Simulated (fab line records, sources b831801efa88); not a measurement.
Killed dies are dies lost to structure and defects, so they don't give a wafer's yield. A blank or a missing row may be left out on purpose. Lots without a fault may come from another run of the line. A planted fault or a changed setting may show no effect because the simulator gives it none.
Which tool did it? | flow gf180mcu | 12 lots, 34 wafers sampled, at 3 steps of a route of 602

WHAT THE GAUGES READ, wafer by wafer
GF_V4_THK_MEAS_25: measures by xrf.
lot  | measured     | on            | V4_W_THK (nm)
L160 | day 25 06:50 | film_metro-03 | 361 355 359
L167 | day 27 17:56 | film_metro-02 | 358 361
L169 | day 28 10:39 | film_metro-03 | 361 358
L170 | day 28 16:46 | film_metro-02 | 350 349 352
L172 | day 29 04:46 | film_metro-02 | 357 355 352
L174 | day 29 21:15 | film_metro-02 | 355 362 356
L177 | day 30 12:34 | film_metro-01 | 360 360 362
L178 | day 30 18:03 | film_metro-02 | 351 353 354
L179 | day 30 23:44 | film_metro-01 | 359 354 357
L180 | day 31 11:50 | film_metro-01 | 365 361 367
L181 | day 31 15:43 | film_metro-01 | 362 359 359
L182 | day 31 18:35 | film_metro-01 | 365 363 356

WHICH TOOL RAN EACH LOT (tool, then ch and the chambers of the sampled wafers, then the start)
lot  | GF_V3_CVD_23                  | GF_V4_ETCH_16
L160 | cvd_w-02 ch 0,1, day 23 07:03 | rie_diel-02 ch 0,1,3, day 25 05:50
L167 | cvd_w-01 ch 1, day 25 21:09   | rie_diel-01 ch 1,2, day 27 16:53
L169 | cvd_w-02 ch 0,1, day 26 14:09 | rie_diel-03 ch 1,2, day 28 09:38
L170 | cvd_w-02 ch 0,1, day 26 21:01 | rie_diel-01 ch 0,2,3, day 28 15:44
L172 | cvd_w-02 ch 0,1, day 27 08:59 | rie_diel-01 ch 0,1,2, day 29 03:44
L174 | cvd_w-02 ch 0,1, day 28 03:43 | rie_diel-02 ch 0,1,2, day 29 20:14
L177 | cvd_w-01 ch 0,1, day 28 20:03 | rie_diel-02 ch 0,1, day 30 11:32
L178 | cvd_w-01 ch 1, day 29 00:19   | rie_diel-03 ch 1,2,3, day 30 17:02
L179 | cvd_w-01 ch 0,1, day 29 06:26 | rie_diel-03 ch 2,3, day 30 22:44
L180 | cvd_w-01 ch 0,1, day 29 18:59 | rie_diel-01 ch 0,2,3, day 31 10:47
L181 | cvd_w-02 ch 0,1, day 29 22:45 | rie_diel-02 ch 0,1,2, day 31 14:41
L182 | cvd_w-01 ch 0, day 30 02:18   | rie_diel-01 ch 0,1,2, day 31 17:35
- GF_V3_CVD_23: deposits W, target thk 350 nm, time 104.9 s.
- GF_V4_ETCH_16: etches BARC in N2/H2.

WHAT THE TOOLS THEMSELVES READ (means of the sampled wafers that have a number; where no wafer has one, the mark that the record gives instead)
GF_V3_CVD_23.
lot  | tool     | heater_power_w (W)
L160 | cvd_w-02 | 897
L167 | cvd_w-01 | 784
L169 | cvd_w-02 | 908
L170 | cvd_w-02 | 923
L172 | cvd_w-02 | 917
L174 | cvd_w-02 | 923
L177 | cvd_w-01 | 842
L178 | cvd_w-01 | 780
L179 | cvd_w-01 | 831
L180 | cvd_w-01 | 822
L181 | cvd_w-02 | 921
L182 | cvd_w-01 | 874

GF_V4_ETCH_16.
lot  | tool        | drypump_motor_current_A (A) | oes_product_au (a.u.) | throttle_valve_pct (%)
L160 | rie_diel-02 | 5.58                        | 0.856                 | 13.230
L167 | rie_diel-01 | 5.86                        | 0.853                 | 13.216
L169 | rie_diel-03 | 5.28                        | 0.859                 | 13.224
L170 | rie_diel-01 | 5.81                        | 0.853                 | 13.218
L172 | rie_diel-01 | 5.89                        | 0.852                 | 13.229
L174 | rie_diel-02 | 5.57                        | 0.852                 | 13.221
L177 | rie_diel-02 | 5.37                        | 0.854                 | 13.226
L178 | rie_diel-03 | 5.23                        | 0.856                 | 13.226
L179 | rie_diel-03 | 5.30                        | 0.856                 | 13.223
L180 | rie_diel-01 | 5.81                        | 0.854                 | 13.224
L181 | rie_diel-02 | 5.57                        | 0.851                 | 13.223
L182 | rie_diel-01 | 5.89                        | 0.856                 | 13.225

THE ANSWER, worked out from the rows above alone
Rule: what is usual is taken from the lots themselves. Put in order of their means at a reading, lots are off if they are a third of the lots or fewer, leave a main group of 4 or more, and stand apart from it by a gap of 3 or more times the standard deviation of the main group's means; of several such gaps the widest counts. A main group whose means are all the same, to the digits that the tables above print for the reading, isn't used. A lot without any number at a reading at which 4 lots or more have one is off too. The other lots that the step has rows for count as sound. The gauges are gone through in route order, then the tools' own readings, and for those a lot's mean is taken as printed above. The first step at which some lot is off is used, and at that step the reading that is off furthest; a lot without a number counts as furthest.
No lot is off at any reading shown: from this, nothing can be told.

WHAT THE SIMULATOR HAD PUT IN
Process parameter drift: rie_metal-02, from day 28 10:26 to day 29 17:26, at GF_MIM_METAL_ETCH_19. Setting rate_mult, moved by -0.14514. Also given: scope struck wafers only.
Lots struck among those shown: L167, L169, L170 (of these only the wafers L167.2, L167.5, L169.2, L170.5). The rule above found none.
